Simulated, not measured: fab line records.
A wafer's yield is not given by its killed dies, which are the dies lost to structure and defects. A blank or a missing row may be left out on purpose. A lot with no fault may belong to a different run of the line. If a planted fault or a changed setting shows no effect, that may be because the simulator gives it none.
Which tool was responsible?    flow gf180mcu    36 wafers from 12 lots sampled at 2 of the route's 602 steps

WHAT THE GAUGES SHOWED, per wafer
GF_V1_RS_MEAS_24: measures by four-point-probe.
lot   measured      on             V1_W_RS (ohm/sq)
L074  day 18 17:25  film metro-02  0.326 0.324 0.330
L077  day 19 09:43  film metro-04  0.329 0.332 0.329
L079  day 20 00:20  film metro-04  0.329 0.327 0.330
L081  day 20 17:19  film metro-03  0.331 0.331 0.331
L083  day 21 09:54  film metro-04  0.328 0.327 0.328
L085  day 22 03:34  film metro-04  0.333 0.329 0.327
L087  day 23 04:53  film metro-03  0.332 0.328 0.331
L089  day 23 16:37  film metro-02  0.327 0.329 0.328
L091  day 25 00:26  film metro-02  0.329 0.333 0.334
L093  day 25 10:26  film metro-04  0.334 0.328 0.329
L094  day 26 05:06  film metro-04  0.330 0.330 0.333
L097  day 26 16:53  film metro-04  0.327 0.331 0.327

TOOL THAT RAN EACH LOT (tool first, then ch and the chambers of the sampled wafers, then the start)
lot   GF_V1_ETCH_16
L074  rie diel-03 ch 0,3, day 18 16:32
L077  rie diel-01 ch 0,1, day 19 08:50
L079  rie diel-02 ch 0,1,3, day 19 23:26
L081  rie diel-01 ch 2,3, day 20 16:23
L083  rie diel-02 ch 0,1, day 21 09:01
L085  rie diel-02 ch 2,3, day 22 02:37
L087  rie diel-02 ch 1,3, day 23 04:01
L089  rie diel-03 ch 0,3, day 23 15:40
L091  rie diel-01 ch 1,2, day 24 23:29
L093  rie diel-02 ch 0,1,2, day 25 09:34
L094  rie diel-01 ch 0,2,3, day 26 04:13
L097  rie diel-03 ch 0,1,2, day 26 16:01
- GF_V1_ETCH_16: etches BARC in N2/H2.

THE ANSWER, worked out from the rows above alone
Rule: the usual values come from the lots themselves. The widest of any qualifying gaps counts: lots, ordered by their means at a reading, are off when they make up no more than a third of the lots, leave a main group of 4 or more, and stand apart from it by 3 or more times the standard deviation of that group's means. Not used: any main group whose means are identical at the precision the tables above print for the reading. Also off: a lot with no number at a reading for which 4 or more lots have one. All remaining lots with rows at the step are treated as sound.
Nothing can be told from this: no lot is off at any reading shown.

WHAT WAS PUT IN BY THE SIMULATOR
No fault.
